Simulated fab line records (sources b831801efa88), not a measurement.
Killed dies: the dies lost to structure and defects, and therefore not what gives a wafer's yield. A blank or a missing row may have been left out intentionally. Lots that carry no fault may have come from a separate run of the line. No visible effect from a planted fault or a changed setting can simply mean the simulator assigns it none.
fab line records -- flow gf180mcu
record lots=12, wafers=34, last-day=34
route steps=602 shown V3@455 M5@535 V5@544
lots with no fault: from the same line, run without faults
start-h: hours from the record's opening day to when the first of the lot's shown wafers began -- wait-h: hours elapsed since this lot's preceding step -- " unchanged from the row above -- L1.1+2: a single row standing in for several wafers -- - no value present, or no start provided -- * or withheld: withheld -- < > ~ a bound
route shown NAME@n: a module of which the file shows steps, and the number in the route of the first -- usual: average and standard deviation across the fault-free wafers -- same: alike in all rows -- chamber/n: place in a boat -- sites: the reading at each site -- _std_site: the standard deviation of these -- _edge_site: inner sites' mean taken away from outer sites' mean -- radius-mm: how far each site lies from the wafer's centre -- mask NAME#n: copy n -- behind: the tool/chamber that last shaped the wafer -- hold: why the lot was held/for how many hours/how that ended -- device: names the non-switching transistor (n, p or np) -- end of line: the tests these same wafers got at the end of their route -- step lacking rows: just its recipe -- killed: dies lost to structure and defects at the first sort, not the wafer's yield -- map: per-die view of a wafer (x killed, . not killed, _ where there is no die)
set.NAME: the setting that was run; set.NAME@STEP: the one run at that earlier step -- model.NAME: the simulator's own value behind a step, which no gauge read
steps of the route over a sample of lots; a table a step, a row a wafer
services: from which hour (start-h, from the record's first day; less than 0 if before it) a tool's chamber was out of use, for how many hours, and why
## steps
# step GF_V3_CMP_26
# recipe stop-on=SiO2, down-force-psi=3.5, platen-rpm=60, t-overpolish-s=15, target-thk-nm=0, pad-velocity-m-s=0.94248
# usual motor-current-A=10.8/1.2, overpolish-run-s=15.000/0.0094, platen-rpm=60.00/0.042, time-to-endpoint-s=85/3.3
lot.wafer,tool,chamber,start-h,wait-h,motor-current-A,overpolish-run-s,platen-rpm,time-to-endpoint-s
L532.2,cmp-02,0,509.59,0.1,11.0,14.999,59.98,81
L532.6,cmp-02,2,509.59,0.1,10.5,14.980,59.98,84
L532.5,cmp-02,3,509.59,0.1,10.1,15.020,59.93,86
L533.3,cmp-01,3,520.27,0.0,12.6,15.004,60.01,81
L533.4,cmp-01,0,520.27,0.0,10.5,15.009,60.06,78
L533.5,cmp-01,0,520.27,0.0,10.6,15.004,59.96,77
L534.1,cmp-01,0,531.95,0.1,10.2,14.982,60.06,82
L534.3,cmp-01,1,531.95,0.1,11.2,15.001,60.02,81
L534.6,cmp-01,2,531.95,0.1,11.4,15.002,59.96,82
L535.1,cmp-01,0,536.07,0.4,9.9,15.016,60.04,79
L535.6,cmp-01,3,536.07,0.4,12.6,14.985,60.03,86
L535.5,cmp-01,0,536.07,0.4,10.5,14.992,59.98,84
L537.1,cmp-02,3,559.11,0.1,9.9,14.998,60.03,86
L537.3,cmp-02,0,559.11,0.1,11.4,14.992,60.01,84
L537.5,cmp-02,2,559.11,0.1,10.6,14.999,60.04,79
L538.3,cmp-01,2,566.48,0.1,12.0,15.010,60.03,84
L538.1,cmp-01,3,566.48,0.1,12.7,14.983,60.04,88
L538.6,cmp-01,2,566.48,0.1,11.5,15.007,60.05,87
L539.4,cmp-01,3,571.20,0.1,13.5,15.005,60.02,87
L539.3,cmp-01,0,571.20,0.1,9.9,14.999,60.04,87
L539.5,cmp-01,2,571.20,0.1,11.3,14.997,60.00,87
L544.4,cmp-02,3,610.83,0.0,10.6,15.002,60.03,86
L544.1,cmp-02,1,610.83,0.0,8.5,14.971,60.00,88
L544.5,cmp-02,3,610.83,0.0,10.1,14.988,59.95,85
L547.2,cmp-01,1,640.68,0.0,11.1,15.002,59.97,86
L547.1,cmp-01,2,640.68,0.0,11.1,14.994,59.99,84
L548.4,cmp-01,1,642.41,0.0,11.3,14.998,60.04,83
L548.1,cmp-01,2,642.41,0.0,11.3,14.999,59.98,87
L551.2,cmp-02,1,674.77,0.0,8.3,15.004,59.95,81
L551.6,cmp-02,1,674.77,0.0,8.9,15.003,60.00,82
L551.5,cmp-02,2,674.77,0.0,10.3,15.017,60.04,82
L552.2,cmp-02,2,676.80,0.1,10.5,14.983,59.97,88
L552.4,cmp-02,3,676.80,0.1,10.3,15.027,60.00,88
L552.6,cmp-02,0,676.80,0.1,11.3,15.012,60.05,87
# step GF_M5_ETCH_09
# recipe chemistry=CF4/O2, target=Si3N4, target-depth-nm=52, source-w=800, bias-w=150, pressure-mtorr=150, cf4-flow-sccm=80, O2_flow_sccm=10, time-s=11.6
# usual drypump-motor-current-A=5.8/0.36, oes-product-au=0.998/0.0085, throttle-valve-pct=5.968/0.0095
lot.wafer,tool,chamber,start-h,wait-h,drypump-motor-current-A,oes-product-au,rf-hours-counter-h,throttle-valve-pct
L532.2,rie-diel-03,2,601.83,0.0,6.3,1.001,36,5.988
L532.5,rie-diel-03,1,601.83,0.0,5.8,0.991,-,5.972
L532.6,rie-diel-03,2,601.83,0.0,6.3,0.995,-,5.958
L533.3,rie-diel-02,1,612.98,0.0,6.0,1.005,56,5.987
L533.4,rie-diel-02,2,612.98,0.0,5.7,1.001,8,5.991
L533.5,rie-diel-02,0,612.98,0.0,6.0,1.010,-,5.980
L534.1,rie-diel-02,1,622.89,0.0,6.0,0.994,57,5.968
L534.3,rie-diel-02,2,622.89,0.0,5.7,1.004,8,5.961
L534.6,rie-diel-02,0,622.89,0.0,6.1,1.004,-,5.969
L535.1,rie-diel-04,0,625.57,0.0,5.1,1.000,7,5.973
L535.5,rie-diel-04,0,625.57,0.0,5.0,1.002,-,5.977
L535.6,rie-diel-04,1,625.57,0.0,6.3,1.001,-,5.962
L537.1,rie-diel-02,1,646.14,0.0,6.0,0.991,58,5.958
L537.3,rie-diel-02,3,646.14,0.0,5.6,0.999,7,5.950
L537.5,rie-diel-02,3,646.14,0.0,5.6,0.987,-,5.971
L538.1,rie-diel-04,0,653.29,0.0,5.1,0.991,8,5.978
L538.3,rie-diel-04,1,653.29,0.0,6.3,0.998,-,5.964
L538.6,rie-diel-04,0,653.29,0.0,5.1,0.996,-,5.964
L539.3,rie-diel-04,0,656.51,0.0,5.1,1.003,-,5.963
L539.4,rie-diel-04,1,656.51,0.0,6.3,1.005,-,5.960
L539.5,rie-diel-04,0,656.51,0.0,5.1,1.002,-,5.978
L544.1,rie-diel-03,1,693.76,0.0,5.8,0.998,20,5.974
L544.4,rie-diel-03,3,693.76,0.0,5.6,1.000,7,5.964
L544.5,rie-diel-03,1,693.76,0.0,5.8,0.990,-,5.956
L547.1,rie-diel-04,1,721.06,0.0,6.3,1.002,20,5.959
L547.2,rie-diel-04,2,721.06,0.0,5.5,1.002,50,5.979
L548.1,rie-diel-02,3,721.33,0.0,5.6,0.991,10,5.994
L548.4,rie-diel-02,0,721.33,0.0,6.0,1.019,-,5.970
L551.2,rie-diel-04,3,750.34,0.0,6.0,0.990,26,5.962
L551.5,rie-diel-04,1,750.34,0.0,6.3,0.992,-,5.965
L551.6,rie-diel-04,0,750.34,0.0,5.1,1.010,-,5.982
L552.2,rie-diel-03,3,751.88,0.0,5.6,0.997,9,5.959
L552.4,rie-diel-03,0,751.88,0.0,5.7,0.982,22,5.958
L552.6,rie-diel-03,0,751.88,0.0,5.7,0.985,-,5.972
# step GF_V5_CMP_04
# recipe material=SiO2, down-force-psi=4, platen-rpm=60, pad-velocity-m-s=0.94248
# usual motor-current-A=11.8/1.4, platen-rpm=60.00/0.039
lot.wafer,tool,chamber,start-h,wait-h,motor-current-A,platen-rpm
L532.2,cmp-02,1,602.99,0.2,8.8,59.97
L532.5,cmp-02,1,602.99,0.2,9.1,60.01
L532.6,cmp-02,2,602.99,0.2,10.7,59.99
L533.3,cmp-01,2,614.00,0.1,12.6,60.04
L533.4,cmp-01,3,614.00,0.1,14.0,59.94
L533.5,cmp-01,1,614.00,0.1,12.3,60.05
L534.1,cmp-01,0,623.98,0.1,11.4,60.02
L534.3,cmp-01,1,623.98,0.1,11.9,59.99
L534.6,cmp-01,2,623.98,0.1,12.3,60.02
L535.1,cmp-01,3,626.58,0.1,13.1,60.04
L535.5,cmp-01,2,626.58,0.1,13.1,60.02
L535.6,cmp-01,3,626.58,0.1,14.5,59.93
L537.3,cmp-02,1,647.20,0.1,9.0,60.04
L537.1,cmp-02,2,647.20,0.1,11.0,59.97
L537.5,cmp-02,0,647.20,0.1,11.9,60.02
L538.3,cmp-01,3,654.41,0.2,13.1,59.98
L538.1,cmp-01,0,654.41,0.2,11.5,59.97
L538.6,cmp-01,2,654.41,0.2,12.0,59.96
L539.3,cmp-01,3,657.54,0.1,14.9,60.00
L539.4,cmp-01,0,657.54,0.1,11.1,60.00
L539.5,cmp-01,2,657.54,0.1,12.4,59.96
L544.1,cmp-02,0,694.75,0.1,12.0,59.99
L544.4,cmp-02,3,694.75,0.1,10.9,60.03
L544.5,cmp-02,1,694.75,0.1,9.3,60.00
L547.1,cmp-02,1,722.12,0.1,9.2,60.03
L547.2,cmp-02,2,722.12,0.1,11.2,60.01
L548.1,cmp-02,1,722.32,0.1,9.1,60.03
L548.4,cmp-02,0,722.32,0.1,12.6,59.96
L551.2,cmp-01,3,751.48,0.1,14.0,60.01
L551.5,cmp-01,2,751.48,0.1,13.1,60.01
L551.6,cmp-01,3,751.48,0.1,13.5,60.03
L552.2,cmp-01,0,752.97,0.1,11.0,59.91
L552.4,cmp-01,1,752.97,0.1,11.9,60.02
L552.6,cmp-01,3,752.97,0.1,14.0,60.02
# step GF_V5_ETCH_17
# recipe chemistry=C4F8/O2/Ar, mask-material=KrF, target=SiO2, stop-on=TiN, source-w=1500, bias-w=1200, pressure-mtorr=40, c4f8-flow-sccm=withheld, O2_flow_sccm=6, Ar_flow_sccm=300, time-s=withheld, target-depth-a=8550
# usual oes-product-au=0.860/0.0043
lot.wafer,tool,chamber,start-h,wait-h,oes-product-au
L532.2,rie-diel-03,0,-,-,0.858
L532.5,rie-diel-03,0,-,-,0.860
L532.6,rie-diel-03,3,-,-,0.863
L533.3,rie-diel-01,2,-,-,0.867
L533.4,rie-diel-01,1,-,-,0.857
L533.5,rie-diel-01,2,-,-,0.862
L534.1,rie-diel-01,1,-,-,0.861
L534.3,rie-diel-01,3,-,-,0.861
L534.6,rie-diel-01,1,-,-,0.862
L535.1,rie-diel-03,1,-,-,0.857
L535.5,rie-diel-03,1,-,-,0.855
L535.6,rie-diel-03,2,-,-,0.852
L537.1,rie-diel-03,3,-,-,0.856
L537.3,rie-diel-03,0,-,-,0.860
L537.5,rie-diel-03,1,-,-,0.859
L538.1,rie-diel-02,0,-,-,0.863
L538.3,rie-diel-02,2,-,-,0.868
L538.6,rie-diel-02,0,-,-,0.863
L539.3,rie-diel-01,3,-,-,0.865
L539.4,rie-diel-01,2,-,-,0.858
L539.5,rie-diel-01,1,-,-,0.859
L544.1,rie-diel-01,3,-,-,0.907
L544.4,rie-diel-01,2,-,-,0.866
L544.5,rie-diel-01,3,-,-,0.857
L547.1,rie-diel-01,3,-,-,0.908
L547.2,rie-diel-01,0,-,-,0.910
L548.1,rie-diel-03,1,-,-,0.904
L548.4,rie-diel-03,0,-,-,0.859
L551.2,rie-diel-02,2,-,-,0.860
L551.5,rie-diel-02,2,-,-,0.865
L551.6,rie-diel-02,1,-,-,0.866
L552.2,rie-diel-01,3,-,-,0.859
L552.4,rie-diel-01,2,-,-,0.863
L552.6,rie-diel-01,1,-,-,0.858
# step GF_V5_SPUTTER_22
# recipe material=TiN, target-thk-nm=10, chamber-pressure-pa=5, power-w=4000, time-s=40
# usual throttle-valve-pct=29.8/0.98
lot.wafer,tool,chamber,start-h,wait-h,throttle-valve-pct
L532.2,pvd-sputter-04,-,624.41,0.0,29.3
L532.5,pvd-sputter-04,-,624.41,0.0,31.4
L532.6,pvd-sputter-04,-,624.41,0.0,29.3
L533.3,pvd-sputter-04,-,635.20,0.0,29.0
L533.4,pvd-sputter-04,-,635.20,0.0,30.0
L533.5,pvd-sputter-04,-,635.20,0.0,29.0
L534.1,pvd-sputter-02,-,645.29,0.0,28.5
L534.3,pvd-sputter-02,-,645.29,0.0,29.9
L534.6,pvd-sputter-02,-,645.29,0.0,29.9
L535.1,pvd-sputter-04,-,648.05,0.0,29.1
L535.5,pvd-sputter-04,-,648.05,0.0,29.8
L535.6,pvd-sputter-04,-,648.05,0.0,29.2
L537.1,pvd-sputter-02,-,667.56,0.0,31.2
L537.3,pvd-sputter-02,-,667.56,0.0,28.8
L537.5,pvd-sputter-02,-,667.56,0.0,31.2
L538.1,pvd-sputter-04,-,674.92,0.0,29.2
L538.3,pvd-sputter-04,-,674.92,0.0,29.6
L538.6,pvd-sputter-04,-,674.92,0.0,29.2
L539.3,pvd-sputter-04,-,677.47,0.0,31.5
L539.4,pvd-sputter-04,-,677.47,0.0,29.0
L539.5,pvd-sputter-04,-,677.47,0.0,30.0
L544.1,pvd-sputter-03,-,714.26,0.0,29.3
L544.4,pvd-sputter-03,-,714.26,0.0,29.0
L544.5,pvd-sputter-03,-,714.26,0.0,29.3
L547.1,pvd-sputter-04,-,740.23,0.0,31.5
L547.2,pvd-sputter-04,-,740.23,0.0,29.2
L548.1,pvd-sputter-03,-,740.91,0.0,31.3
L548.4,pvd-sputter-03,-,740.91,0.0,29.3
L551.2,pvd-sputter-02,-,768.81,0.0,28.6
L551.5,pvd-sputter-02,-,768.81,0.0,28.7
L551.6,pvd-sputter-02,-,768.81,0.0,30.0
L552.2,pvd-sputter-04,-,770.12,0.0,31.3
L552.4,pvd-sputter-04,-,770.12,0.0,29.7
L552.6,pvd-sputter-04,-,770.12,0.0,29.2
## services
tool,chamber,start-h,hours,kind
cmp-01,-,486.87,0.6,repair
rie-diel-01,2,494.70,10.0,repair
cmp-02,-,520.70,6.5,pm
cmp-02,-,527.49,10.8,pm
cmp-02,-,538.98,1.6,repair
cmp-01,-,540.60,4.4,pm
pvd-sputter-04,-,556.05,2.8,repair
rie-diel-02,0,556.39,5.3,repair
cmp-02,-,572.25,4.0,pm
cmp-02,-,590.29,1.5,repair
pvd-sputter-04,-,595.08,6.9,repair
cmp-01,-,597.85,6.1,pm
rie-diel-01,1,610.16,13.2,repair
rie-diel-02,3,620.33,8.1,repair
cmp-02,-,620.96,1.1,repair
cmp-01,-,635.94,0.5,repair
pvd-sputter-04,-,652.13,1.0,repair
cmp-02,-,655.86,0.8,repair
rie-diel-03,-,677.10,0.2,repair
cmp-02,-,703.92,2.7,repair
cmp-02,-,708.10,0.4,repair
rie-diel-03,3,715.05,10.3,repair
cmp-01,-,717.97,0.5,repair
cmp-01,-,744.32,4.0,pm
## key
first-sign step=GF_V5_ETCH_17, reading=oes-product-au, direction=up, sigmas=11, usual=0.860, struck=0.907
effect none on later readings
met-at GF_V5_CMP_04
struck-lots L544,L547,L548
struck-wafers L544.1,L547.1,L547.2,L548.1
not-acting-at GF_V3_CMP_26,GF_M5_ETCH_09,GF_V5_SPUTTER_22
onset-between 647.20 694.75
fault kind=process-parameter-drift, tool=cmp-02, chamber=-, onset-h=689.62, steps=GF_V5_CMP_04, channel=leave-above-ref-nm, offset=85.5, shape=step, end-h=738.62, scope=struck-wafers-only, acts-in=these-recipes-only, stated=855
